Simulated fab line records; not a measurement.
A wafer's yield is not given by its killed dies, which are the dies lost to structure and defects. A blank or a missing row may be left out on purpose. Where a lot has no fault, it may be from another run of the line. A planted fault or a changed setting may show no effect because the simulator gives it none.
fab line records | flow sky130
record: lots: 13 | wafers: 39 | last-day: 50
route steps=708 shown VT_ADJUST_NCORE@128 LDD_HVP@288 LDD_LDN@302 SD_P@327 PAD_OPEN@708
lots that met no fault: taken from a fault-free run of the same line
start-h: hours from the record's opening day to when the first of the lot's shown wafers began | wait-h: hours elapsed since this lot's preceding step | " unchanged from the row above | L1.1+2: one row covering several wafers at once | - no value present, or no start provided | * or withheld: withheld | < > ~ a bound
route shown NAME@n: names a module that has steps shown in the file, with the first one's number in the route | usual: mean/standard deviation taken from wafers without a fault | same: alike in all rows | chamber/n: place in a boat | sites: each site's reading | _std_site: the values' standard deviation | _edge_site: mean of outer sites minus mean of inner sites | radius-mm: how far each site lies from the wafer's centre | mask NAME#n: copy n | behind: the tool/chamber that last shaped the wafer | hold: reason for holding the lot/hours on hold/outcome of the hold | device: which transistor (n, p or np) failed to switch | end of line: at the end of the route, the tests of the same wafers | a step without rows: its recipe alone | killed: the dies lost at the first sort to structure and to defects; this is not the yield of the wafer | map: a wafer's dies, marking killed ones x, the rest . and places with no die _
set.NAME: the setting as run; set.NAME@STEP: as run at that earlier step | model.NAME: the simulator's own value behind a step, which no gauge read
steps of the route over a sample of lots; a table a step, a row a wafer
services: when a tool's chamber went out of use (start-h, in hours from the record's first day, below 0 if earlier), for how many hours, and the reason
== steps ==
step: SKY_VT_ADJUST_NCORE_IMPLANT_09
recipe: species: B | energy-kev: 10 | dose-cm2: 2.4e+12 | tilt-deg: withheld
usual: dose-ions-cm2: 2.3996e+12/2.4e+09 | end-station-pressure-torr: 4.97e-06/2.9e-07 | faraday-current-uA: 13.56/0.27
lot.wafer | tool         | chamber | start-h | wait-h | dose-ions-cm2 | end-station-pressure-torr | faraday-current-uA
L374.2    | implanter-01 | 0       | 178.73  | 0.0    | 2.4006e+12    | 4.96e-06                  | 13.62
L374.3    | "            | 0       | "       | "      | 2.3996e+12    | 5.26e-06                  | 13.68
L374.4    | "            | 0       | "       | "      | 2.3971e+12    | 5.19e-06                  | 13.52
L376.1    | implanter-02 | 0       | 197.04  | 0.0    | 2.3992e+12    | 5.16e-06                  | 13.59
L376.2    | "            | 0       | "       | "      | 2.4014e+12    | 5.21e-06                  | 13.51
L376.3    | "            | 0       | "       | "      | 2.4024e+12    | 5.16e-06                  | 13.36
L377.1    | implanter-03 | 0       | 202.49  | 0.0    | 2.396e+12     | 4.97e-06                  | 13.57
L377.3    | "            | 0       | "       | "      | 2.3948e+12    | 5.05e-06                  | 13.35
L377.6    | "            | 0       | "       | "      | 2.3988e+12    | 5.48e-06                  | 13.66
L383.4    | implanter-02 | 0       | 257.80  | 0.1    | 2.4e+12       | 4.76e-06                  | 13.84
L383.5    | "            | 0       | "       | "      | 2.3978e+12    | 4.9e-06                   | 13.21
L383.6    | "            | 0       | "       | "      | 2.4002e+12    | 5.39e-06                  | 13.15
L384.2    | implanter-02 | 0       | 269.83  | 0.0    | 2.4025e+12    | 4.89e-06                  | 13.66
L384.5    | "            | 0       | "       | "      | 2.3981e+12    | 4.94e-06                  | 13.55
L384.6    | "            | 0       | "       | "      | 2.3998e+12    | 5.15e-06                  | 13.39
L386.1    | implanter-01 | 0       | 271.57  | 0.0    | 1.3856e+12    | 5.17e-06                  | 7.95
L386.3    | "            | 0       | "       | "      | 1.3825e+12    | 5.12e-06                  | 7.89
L386.4    | "            | 0       | "       | "      | 1.3882e+12    | 5.4e-06                   | 7.66
L388.3    | implanter-02 | 0       | 289.60  | 0.1    | 2.4002e+12    | 4.81e-06                  | 12.91
L388.5    | "            | 0       | "       | "      | 2.3992e+12    | 5.43e-06                  | 13.42
L388.6    | "            | 0       | "       | "      | 2.4018e+12    | 5.13e-06                  | 13.65
L387.1    | implanter-01 | 0       | 293.07  | 0.0    | 1.3842e+12    | 4.82e-06                  | 8.01
L387.2    | "            | 0       | "       | "      | 1.3821e+12    | 4.9e-06                   | 7.88
L387.5    | "            | 0       | "       | "      | 1.3806e+12    | 5.17e-06                  | 7.76
L390.1    | implanter-02 | 0       | 305.95  | 0.0    | 2.3993e+12    | 4.86e-06                  | 13.72
L390.3    | "            | 0       | "       | "      | 2.3971e+12    | 5.73e-06                  | 13.84
L390.4    | "            | 0       | "       | "      | 2.4037e+12    | 4.79e-06                  | 13.68
L392.4    | implanter-03 | 0       | 314.35  | 0.1    | 2.3987e+12    | 4.72e-06                  | 13.93
L392.5    | "            | 0       | "       | "      | 2.4006e+12    | 4.86e-06                  | 12.97
L392.6    | "            | 0       | "       | "      | 2.3966e+12    | 4.66e-06                  | 13.41
L393.2    | implanter-02 | 0       | 316.87  | 0.0    | 2.3993e+12    | 4.71e-06                  | 13.79
L393.5    | "            | 0       | "       | "      | 2.4032e+12    | 4.87e-06                  | 13.60
L393.6    | "            | 0       | "       | "      | 2.4019e+12    | 5.11e-06                  | 13.93
L396.1    | implanter-03 | 0       | 341.05  | 0.0    | 2.3992e+12    | 5.14e-06                  | 13.63
L396.3    | "            | 0       | "       | "      | 2.4019e+12    | 4.65e-06                  | 13.41
L396.4    | "            | 0       | "       | "      | 2.399e+12     | 4.89e-06                  | 13.83
L397.1    | implanter-02 | 0       | 341.35  | 0.0    | 2.3983e+12    | 4.99e-06                  | 13.04
L397.3    | "            | 0       | "       | "      | 2.4002e+12    | 5.1e-06                   | 13.53
L397.4    | "            | 0       | "       | "      | 2.3988e+12    | 5.29e-06                  | 13.54
step: SKY_VT_ADJUST_NCORE_TW_MEAS_11
usual: VT_ADJUST_NCORE_TW: 218.9/1.7
lot.wafer | tool          | chamber | start-h | wait-h | VT_ADJUST_NCORE_TW
L374.2    | film-metro-03 | -       | 178.97  | 0.1    | 221.4
L374.3    | "             | -       | "       | "      | 221.8
L374.4    | "             | -       | "       | "      | 221.0
L376.1    | film-metro-02 | -       | 197.29  | 0.1    | 218.1
L376.2    | "             | -       | "       | "      | 217.0
L376.3    | "             | -       | "       | "      | 218.4
L377.1    | film-metro-03 | -       | 202.74  | 0.1    | 218.7
L377.3    | "             | -       | "       | "      | 219.0
L377.6    | "             | -       | "       | "      | 218.3
L383.4    | film-metro-03 | -       | 258.00  | 0.1    | 220.2
L383.5    | "             | -       | "       | "      | 219.6
L383.6    | "             | -       | "       | "      | 219.3
L384.2    | film-metro-02 | -       | 270.06  | 0.1    | 217.1
L384.5    | "             | -       | "       | "      | 217.1
L384.6    | "             | -       | "       | "      | 218.1
L386.1    | film-metro-01 | -       | 271.82  | 0.1    | 189.2
L386.3    | "             | -       | "       | "      | 189.3
L386.4    | "             | -       | "       | "      | 188.8
L388.3    | film-metro-01 | -       | 289.82  | 0.1    | 220.4
L388.5    | "             | -       | "       | "      | 219.8
L388.6    | "             | -       | "       | "      | 220.3
L387.1    | film-metro-03 | -       | 293.32  | 0.1    | 187.7
L387.2    | "             | -       | "       | "      | 186.6
L387.5    | "             | -       | "       | "      | 187.8
L390.1    | film-metro-02 | -       | 306.20  | 0.1    | 216.4
L390.3    | "             | -       | "       | "      | 216.8
L390.4    | "             | -       | "       | "      | 216.4
L392.4    | film-metro-03 | -       | 314.55  | 0.1    | 217.7
L392.5    | "             | -       | "       | "      | 219.3
L392.6    | "             | -       | "       | "      | 218.5
L393.2    | film-metro-03 | -       | 317.10  | 0.1    | 219.4
L393.5    | "             | -       | "       | "      | 219.8
L393.6    | "             | -       | "       | "      | 218.8
L396.1    | film-metro-03 | -       | 341.30  | 0.1    | 221.1
L396.3    | "             | -       | "       | "      | 220.4
L396.4    | "             | -       | "       | "      | 219.9
L397.1    | film-metro-02 | -       | 341.60  | 0.1    | 217.1
L397.3    | "             | -       | "       | "      | 217.8
L397.4    | "             | -       | "       | "      | 216.3
step: SKY_LDD_HVP_TW_MEAS_10
usual: LDD_HVP_TW: 456/3.9
lot.wafer | tool          | chamber | start-h | wait-h | LDD_HVP_TW
L374.2    | film-metro-04 | -       | 488.30  | 0.1    | 456
L374.3    | "             | -       | "       | "      | 456
L374.4    | "             | -       | "       | "      | 455
L376.1    | film-metro-04 | -       | 513.12  | 0.1    | 458
L376.2    | "             | -       | "       | "      | 457
L376.3    | "             | -       | "       | "      | 459
L377.1    | film-metro-04 | -       | 518.14  | 0.1    | 457
L377.3    | "             | -       | "       | "      | 458
L377.6    | "             | -       | "       | "      | 456
L383.4    | film-metro-03 | -       | 595.90  | 0.1    | 458
L383.5    | "             | -       | "       | "      | 458
L383.6    | "             | -       | "       | "      | 459
L384.2    | film-metro-04 | -       | 604.83  | 0.1    | 456
L384.5    | "             | -       | "       | "      | 454
L384.6    | "             | -       | "       | "      | 454
L386.1    | film-metro-03 | -       | 607.18  | 0.1    | 458
L386.3    | "             | -       | "       | "      | 458
L386.4    | "             | -       | "       | "      | 459
L388.3    | film-metro-04 | -       | 623.62  | 0.1    | 451
L388.5    | "             | -       | "       | "      | 454
L388.6    | "             | -       | "       | "      | 455
L387.1    | film-metro-04 | -       | 630.17  | 0.1    | 456
L387.2    | "             | -       | "       | "      | 457
L387.5    | "             | -       | "       | "      | 455
L390.1    | film-metro-02 | -       | 643.17  | 0.1    | 452
L390.3    | "             | -       | "       | "      | 451
L390.4    | "             | -       | "       | "      | 451
L392.4    | film-metro-04 | -       | 654.93  | 0.1    | 457
L392.5    | "             | -       | "       | "      | 458
L392.6    | "             | -       | "       | "      | 456
L393.2    | film-metro-02 | -       | 656.93  | 0.1    | 453
L393.5    | "             | -       | "       | "      | 454
L393.6    | "             | -       | "       | "      | 451
L396.1    | film-metro-03 | -       | 681.04  | 0.1    | 466
L396.3    | "             | -       | "       | "      | 463
L396.4    | "             | -       | "       | "      | 461
L397.1    | film-metro-03 | -       | 683.69  | 0.1    | 463
L397.3    | "             | -       | "       | "      | 460
L397.4    | "             | -       | "       | "      | 462
step: SKY_LDD_LDN_TW_MEAS_13
usual: LDD_LDN_TW: 1474/12
lot.wafer | tool          | chamber | start-h | wait-h | LDD_LDN_TW
L374.2    | film-metro-03 | -       | 518.94  | 0.1    | 1494
L374.3    | "             | -       | "       | "      | 1493
L374.4    | "             | -       | "       | "      | 1493
L376.1    | film-metro-02 | -       | 543.67  | 0.1    | 1466
L376.2    | "             | -       | "       | "      | 1461
L376.3    | "             | -       | "       | "      | 1464
L377.1    | film-metro-02 | -       | 548.32  | 0.1    | 1474
L377.3    | "             | -       | "       | "      | 1458
L377.6    | "             | -       | "       | "      | 1467
L383.4    | film-metro-02 | -       | 625.76  | 0.1    | 1472
L383.5    | "             | -       | "       | "      | 1460
L383.6    | "             | -       | "       | "      | 1469
L384.2    | film-metro-01 | -       | 634.28  | 0.1    | 1475
L384.5    | "             | -       | "       | "      | 1474
L384.6    | "             | -       | "       | "      | 1468
L386.1    | film-metro-02 | -       | 636.87  | 0.1    | 1464
L386.3    | "             | -       | "       | "      | 1469
L386.4    | "             | -       | "       | "      | 1464
L388.3    | film-metro-02 | -       | 652.87  | 0.1    | 1475
L388.5    | "             | -       | "       | "      | 1474
L388.6    | "             | -       | "       | "      | 1470
L387.1    | film-metro-01 | -       | 659.17  | 0.1    | 1478
L387.2    | "             | -       | "       | "      | 1476
L387.5    | "             | -       | "       | "      | 1480
L390.1    | film-metro-01 | -       | 672.68  | 0.1    | 1491
L390.3    | "             | -       | "       | "      | 1481
L390.4    | "             | -       | "       | "      | 1471
L392.4    | film-metro-02 | -       | 682.96  | 0.1    | 1468
L392.5    | "             | -       | "       | "      | 1462
L392.6    | "             | -       | "       | "      | 1471
L393.2    | film-metro-01 | -       | 684.49  | 0.1    | 1487
L393.5    | "             | -       | "       | "      | 1486
L393.6    | "             | -       | "       | "      | 1485
L396.1    | film-metro-02 | -       | 709.65  | 0.1    | 1469
L396.3    | "             | -       | "       | "      | 1471
L396.4    | "             | -       | "       | "      | 1459
L397.1    | film-metro-02 | -       | 712.13  | 0.1    | 1469
L397.3    | "             | -       | "       | "      | 1467
L397.4    | "             | -       | "       | "      | 1466
step: SKY_SD_P_CD_MEAS_07
recipe: target-cd-nm: 380
usual: cd-nm: 379.9/2.7
lot.wafer | tool      | chamber | start-h | wait-h | cd-nm
L374.2    | cd-sem-02 | -       | 579.46  | 0.1    | 378.6
L374.3    | "         | -       | "       | "      | 380.1
L374.4    | "         | -       | "       | "      | 379.3
L376.1    | cd-sem-01 | -       | 604.60  | 0.1    | 379.0
L376.2    | "         | -       | "       | "      | 378.1
L376.3    | "         | -       | "       | "      | 379.2
L377.1    | cd-sem-01 | -       | 608.90  | 0.1    | 379.1
L377.3    | "         | -       | "       | "      | 379.8
L377.6    | "         | -       | "       | "      | 377.9
L383.4    | cd-sem-02 | -       | 683.16  | 0.1    | 382.1
L383.5    | "         | -       | "       | "      | 382.4
L383.6    | "         | -       | "       | "      | 380.4
L384.2    | cd-sem-02 | -       | 691.96  | 0.1    | 375.7
L384.5    | "         | -       | "       | "      | 376.0
L384.6    | "         | -       | "       | "      | 375.0
L386.1    | cd-sem-01 | -       | 695.80  | 0.1    | 381.8
L386.3    | "         | -       | "       | "      | 383.8
L386.4    | "         | -       | "       | "      | 384.4
L388.3    | cd-sem-01 | -       | 709.43  | 0.1    | 377.8
L388.5    | "         | -       | "       | "      | 378.2
L388.6    | "         | -       | "       | "      | 381.9
L387.1    | cd-sem-01 | -       | 715.91  | 0.1    | 380.1
L387.2    | "         | -       | "       | "      | 380.5
L387.5    | "         | -       | "       | "      | 381.2
L390.1    | cd-sem-01 | -       | 730.00  | 0.1    | 379.6
L390.3    | "         | -       | "       | "      | 377.5
L390.4    | "         | -       | "       | "      | 377.8
L392.4    | cd-sem-01 | -       | 740.12  | 0.1    | 381.7
L392.5    | "         | -       | "       | "      | 382.4
L392.6    | "         | -       | "       | "      | 381.2
L393.2    | cd-sem-02 | -       | 742.82  | 0.1    | 379.3
L393.5    | "         | -       | "       | "      | 379.8
L393.6    | "         | -       | "       | "      | 379.8
L396.1    | cd-sem-02 | -       | 765.89  | 0.1    | 380.8
L396.3    | "         | -       | "       | "      | 381.1
L396.4    | "         | -       | "       | "      | 380.1
L397.1    | cd-sem-01 | -       | 768.64  | 0.1    | 383.0
L397.3    | "         | -       | "       | "      | 382.0
L397.4    | "         | -       | "       | "      | 381.6
step: SKY_PAD_OPEN_PROBE_99
usual: killed_at_M0_to_M3: 44/6.4 | killed_at_M4_up: 3.6/2.1 | killed-at-contacts: 23/5.1 | killed-at-front-end: 15/4.3 | killed-at-other: 0.3/0.56 | killed-dies: 86/9 | killed-open: 47/6.4 | killed-short: 39/5.8
same: gross-dies: 492 | killed-at-back-side: 0
lot.wafer | tool      | chamber | start-h | wait-h | killed_at_M0_to_M3 | killed_at_M4_up | killed-at-contacts | killed-at-front-end | killed-at-other | killed-dies | killed-open | killed-short
L387.1    | prober-01 | -       | 1156.82 | 0.1    | 50                 | 2               | 19                 | 24                  | 1               | 96          | 52          | 43
L387.2    | prober-01 | -       | 1156.87 | 0.1    | 49                 | 1               | 39                 | 12                  | 3               | 104         | 53          | 49
L387.5    | prober-01 | -       | 1157.02 | 0.2    | 48                 | 3               | 19                 | 14                  | 0               | 84          | 41          | 43
killed by level:class
L387.1 VIA1:geometric-particle:open=11 VIA2:geometric-particle:open=9 POLY_GATE:geometric-particle:open=7 VIA1:geometric-particle:short=7 LI_CONTACT:geometric-particle:open=6 LOCAL_INTERCONNECT:geometric-particle:short=6 FIELD_ISO:geometric-particle:open=5 METAL1:geometric-particle:short=5
L387.2 LI_CONTACT:geometric-particle:open=11 CONTACT:geometric-particle:open=11 VIA1:geometric-particle:open=10 LOCAL_INTERCONNECT:geometric-particle:short=9 METAL2:geometric-particle:short=9 VIA2:geometric-particle:open=9 FIELD_ISO:geometric-particle:short=7 METAL2:geometric-particle:open=5
L387.5 CONTACT:geometric-particle:open=8 VIA2:geometric-particle:open=8 VIA1:geometric-particle:open=7 METAL2:geometric-particle:short=6 VIA3:geometric-particle:open=6 FIELD_ISO:geometric-particle:short=5 VIA2:geometric-particle:short=5 METAL1:geometric-particle:short=4
== services ==
tool         | chamber | start-h | hours | kind
implanter-02 | -       | 155.03  | 6.3   | pm
implanter-03 | -       | 161.29  | 1.5   | repair
implanter-02 | -       | 168.25  | 2.6   | repair
implanter-03 | -       | 186.30  | 5.0   | repair
implanter-01 | -       | 206.75  | 9.3   | repair
implanter-03 | -       | 255.68  | 1.7   | repair
implanter-03 | -       | 274.59  | 0.8   | repair
implanter-01 | -       | 289.88  | 0.6   | repair
implanter-01 | -       | 316.00  | 4.8   | pm
implanter-03 | -       | 323.82  | 1.1   | repair
== key ==
first-sign: step: SKY_VT_ADJUST_NCORE_IMPLANT_09 | reading: dose-ions-cm2 | direction: down | sigmas: 99+ | usual: * | struck: *
effect: step: SKY_VT_ADJUST_NCORE_IMPLANT_09 | reading: faraday-current-uA | direction: down | sigmas: 21 | usual: 13.56 | struck: 7.86
effect: step: SKY_VT_ADJUST_NCORE_TW_MEAS_11 | reading: VT_ADJUST_NCORE_TW | direction: down | sigmas: 18 | usual: 218.9 | struck: 188.2
met-at SKY_VT_ADJUST_NCORE_IMPLANT_09
struck-lots L386,L387
tester-left-out L386,L387
not-acting-at SKY_LDD_HVP_TW_MEAS_10,SKY_LDD_LDN_TW_MEAS_13,SKY_SD_P_CD_MEAS_07
onset-between 178.73 271.57
fault: kind: process-parameter-drift | tool: implanter-01 | chamber: - | onset-h: 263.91 | steps: SKY_VT_ADJUST_NCORE_IMPLANT_09 | channel: dose-cm2 | offset: * | shape: step | end-h: 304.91 | acts-in: * | stated: *
tester-left-out: of these lots the tester's yield and bins aren't shown, on N5 and GAA mostly nor the transistor test; their killed dies are dies lost to structure and defects alone, not to doping, threshold or leakage, so they don't give the yield
